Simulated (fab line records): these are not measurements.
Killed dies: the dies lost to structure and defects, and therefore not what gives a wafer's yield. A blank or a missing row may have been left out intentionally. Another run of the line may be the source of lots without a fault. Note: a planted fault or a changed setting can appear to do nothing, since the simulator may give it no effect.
Matching of chambers    flow sky130    SKY_CONTACT_CMP_04 on cmp-01: 4 sister chambers
The step polishes SiO2. 8 wafers are shown with their chamber, then 8 later ones without.

## WAFERS, EACH WITH ITS CHAMBER
wafer   chamber  motor-current-A (A)  time-to-endpoint-s (s)
L692.5  2        11.6                 87
L693.6  3        15.1                 79
L696.1  2        11.5                 85
L696.5  0        13.8                 78
L702.1  0        14.3                 83
L702.4  1        11.8                 81
L702.5  3        14.9                 80
L704.2  1        11.5                 88

## WAFERS MISSING THEIR CHAMBER
wafer   motor-current-A (A)  time-to-endpoint-s (s)
L704.4  15.4                 83
L704.6  13.6                 90
L706.1  14.3                 88
L706.4  11.7                 84
L706.5  15.8                 88
L707.1  15.5                 83
L707.3  11.9                 84
L707.6  13.2                 87

## WHICH CHAMBER EACH ONE RAN IN
wafer   from the rows above      in truth
L704.4  3                        3
L704.6  0                        0
L706.1  can't be placed: 0 or 3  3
L706.4  can't be placed: 1 or 2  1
L706.5  3                        3
L707.1  3                        3
L707.3  can't be placed: 1 or 2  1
L707.6  0                        0
Correctly placed: 5 of 8. From these rows, 3 cannot be placed; in 3 the true chamber is one of the candidates. Placed wrongly: 0.
How it was worked out, from the rows above alone: a wafer's distance from a chamber is the root of the sum, over the readings, of the square of ((its reading less the chamber's mean) divided by the reading's scatter). The wafer belongs to the nearest chamber; if the next one is less than 2 further off, it can't be placed. The mean given for a chamber averages the wafers shown for that chamber. The scatter: take each reading less its chamber's mean, square it, sum over the shown wafers, divide by the number of wafers less the number of chambers, and take the root.
